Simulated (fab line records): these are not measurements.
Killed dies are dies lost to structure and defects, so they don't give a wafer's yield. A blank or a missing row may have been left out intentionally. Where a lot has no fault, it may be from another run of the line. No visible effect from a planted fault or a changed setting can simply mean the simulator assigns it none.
Which tool is to blame?    flow sfqLine    42 wafers from 14 lots sampled at 2 of the route's 325 steps

== WHAT THE GAUGES SHOWED, per wafer ==
SFQ_JJ_OVL_MEAS_931. Usual: J5_OVL typically reads 0 nm, with standard deviation 5.4.
lot   measured      on          J5_OVL (nm)  flag
L502  day 44 11:38  overlay-01  2 3 11       
L503  day 44 19:16  overlay-02  -2 -3 -6     
L504  day 44 20:28  overlay-02  2 -1 0       
L506  day 45 01:31  overlay-01  -4 0 -9      
L508  day 52 03:39  overlay-02  -6 -9 -3     
L509  day 52 06:03  overlay-02  -3 0 -6      
L510  day 57 21:47  overlay-02  1 8 2        
L511  day 58 00:12  overlay-02  1 1 3        
L517  day 58 22:25  overlay-02  3 7 3        
L520  day 59 02:00  overlay-02  -15 -3 -8    
L521  day 60 16:34  overlay-02  6 -2 6       
L523  day 61 04:34  overlay-02  1 -3 -7      
L524  day 62 09:47  overlay-01  -2 -3 2      
L525  day 73 23:00  overlay-01  7 4 1        

== WHAT TOOL EACH LOT RAN ON (gives the tool, then ch and the chambers of the sampled wafers, and finally the start) ==
lot   SFQ_TRILAYER_I3_METRO_MEASURE_083
L502  filmMetro-01, day 37 22:42
L503  filmMetro-01, day 39 19:37
L504  filmMetro-04, day 39 22:25
L506  filmMetro-01, day 40 04:37
L508  filmMetro-04, day 40 13:25
L509  filmMetro-01, day 40 22:13
L510  filmMetro-04, day 41 01:13
L511  filmMetro-02, day 41 07:25
L517  filmMetro-04, day 47 21:51
L520  filmMetro-04, day 48 03:27
L521  filmMetro-01, day 54 19:40
L523  filmMetro-02, day 55 01:40
L524  filmMetro-01, day 55 16:05
L525  filmMetro-04, day 56 03:17
- SFQ_TRILAYER_I3_METRO_MEASURE_083

== AS READ BY THE TOOLS THEMSELVES (means over the sampled wafers that have a number; for cases with no such wafer, the mark the record gives instead) ==
SFQ_TRILAYER_I3_METRO_MEASURE_083. Usual: thkNm 199.8 nm, standard deviation 1.
lot   tool          thkNm (nm)  flag
L502  filmMetro-01  199.8       
L503  filmMetro-01  199.5       
L504  filmMetro-04  201.0       
L506  filmMetro-01  199.4       
L508  filmMetro-04  200.0       
L509  filmMetro-01  198.7       
L510  filmMetro-04  199.8       
L511  filmMetro-02  200.8       
L517  filmMetro-04  200.0       
L520  filmMetro-04  199.3       
L521  filmMetro-01  200.6       
L523  filmMetro-02  200.4       
L524  filmMetro-01  198.6       
L525  filmMetro-04  200.9       

== THE ANSWER, worked out from the rows above alone ==
Rule: lot off if the mean of its wafers having a number is beyond 3 standard deviations from the usual mean. A lot without any number at a reading at which 4 lots or more have one is off too. Any other lot the step has rows for is counted as sound. Order of review: gauges by route order, followed by the tools' own readings, for which a lot's mean as printed above is used. At the first step where some lot is off, the reading lying furthest off is the one used; lots without a number count as furthest.
None of the lots is off at any reading shown; this tells nothing.

== WHAT THE SIMULATOR HAD INSERTED ==
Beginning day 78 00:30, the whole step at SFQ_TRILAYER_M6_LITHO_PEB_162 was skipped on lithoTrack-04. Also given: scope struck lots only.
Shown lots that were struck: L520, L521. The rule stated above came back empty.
